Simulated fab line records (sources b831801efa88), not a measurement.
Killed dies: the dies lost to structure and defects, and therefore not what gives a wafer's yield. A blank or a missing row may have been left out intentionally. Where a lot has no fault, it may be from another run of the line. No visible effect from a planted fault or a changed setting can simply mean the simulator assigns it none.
Which tool was responsible? | flow gf180mcu | 14 lots with 42 wafers sampled at 2 steps, on a route of 602 steps

WHAT THE GAUGES READ, wafer by wafer
GF_V2_THK_MEAS_03. Usual: for V2_CVD_02_THK the level is 848 nm and the standard deviation is 10.
lot  | measured     | on           | V2_CVD_02_THK (nm) | flag
L794 | day 19 19:21 | filmMetro-04 | 838 868 869        | 
L795 | day 20 00:59 | filmMetro-04 | 845 848 855        | 
L796 | day 20 12:11 | filmMetro-02 | 831 861 846        | 
L797 | day 21 02:14 | filmMetro-02 | 847 857 869        | 
L799 | day 21 10:08 | filmMetro-04 | 851 861 856        | 
L800 | day 22 11:06 | filmMetro-02 | 848 850 866        | 
L803 | day 22 21:05 | filmMetro-02 | 839 849 855        | 
L805 | day 24 02:50 | filmMetro-04 | 847 861 867        | 
L807 | day 24 11:14 | filmMetro-01 | 841 857 856        | 
L811 | day 26 00:53 | filmMetro-04 | 843 843 852        | 
L813 | day 26 05:56 | filmMetro-01 | 837 858 846        | 
L815 | day 26 18:16 | filmMetro-04 | 845 847 853        | 
L816 | day 27 02:32 | filmMetro-02 | 851 836 844        | 
L817 | day 27 04:24 | filmMetro-01 | 837 846 841        | 

WHAT TOOL EACH LOT RAN ON (gives the tool, then ch and the chambers of the sampled wafers, and finally the start)
lot  | GF_M2_SPUTTER_03
L794 | pvdSputter-01, day 18 17:04
L795 | pvdSputter-01, day 18 23:25
L796 | pvdSputter-03, day 19 10:05
L797 | pvdSputter-03, day 20 01:04
L799 | pvdSputter-03, day 20 09:24
L800 | pvdSputter-01, day 21 10:13
L803 | pvdSputter-01, day 21 20:35
L805 | pvdSputter-04, day 22 22:27
L807 | pvdSputter-01, day 23 13:35
L811 | pvdSputter-04, day 25 03:31
L813 | pvdSputter-04, day 25 07:13
L815 | pvdSputter-03, day 25 20:04
L816 | pvdSputter-04, day 26 04:20
L817 | pvdSputter-04, day 26 06:38
- GF_M2_SPUTTER_03: material Ti, target thk 10 nm, time 6.7 s.

AS READ BY THE TOOLS THEMSELVES (means over the sampled wafers that have a number; for cases with no such wafer, the mark the record gives instead)
GF_M2_SPUTTER_03. Usual: throttleValvePct at 30.6 %, with a standard deviation of 1.1.
lot  | tool          | throttleValvePct (%) | flag
L794 | pvdSputter-01 | 30.6                 | 
L795 | pvdSputter-01 | 30.4                 | 
L796 | pvdSputter-03 | 30.3                 | 
L797 | pvdSputter-03 | 31.1                 | 
L799 | pvdSputter-03 | 30.5                 | 
L800 | pvdSputter-01 | 30.2                 | 
L803 | pvdSputter-01 | 30.1                 | 
L805 | pvdSputter-04 | 30.8                 | 
L807 | pvdSputter-01 | 30.4                 | 
L811 | pvdSputter-04 | 31.2                 | 
L813 | pvdSputter-04 | 32.3                 | 
L815 | pvdSputter-03 | 31.3                 | 
L816 | pvdSputter-04 | 29.7                 | 
L817 | pvdSputter-04 | 31.0                 | 

THE ANSWER, worked out from the rows above alone
Rule: take the mean of a lot's wafers that have a number; if it is more than 3 standard deviations from the usual mean, the lot is off. A lot without any number at a reading at which 4 lots or more have one is off too. Any other lot the step has rows for is counted as sound. First the gauges in route order, then the tools' own readings, where a lot's mean is used as printed above. The first step at which some lot is off is used, and at that step the reading that is off furthest; a lot without a number counts as furthest.
Nothing can be told from this: no lot is off at any reading shown.

WHAT THE SIMULATOR HAD PUT IN
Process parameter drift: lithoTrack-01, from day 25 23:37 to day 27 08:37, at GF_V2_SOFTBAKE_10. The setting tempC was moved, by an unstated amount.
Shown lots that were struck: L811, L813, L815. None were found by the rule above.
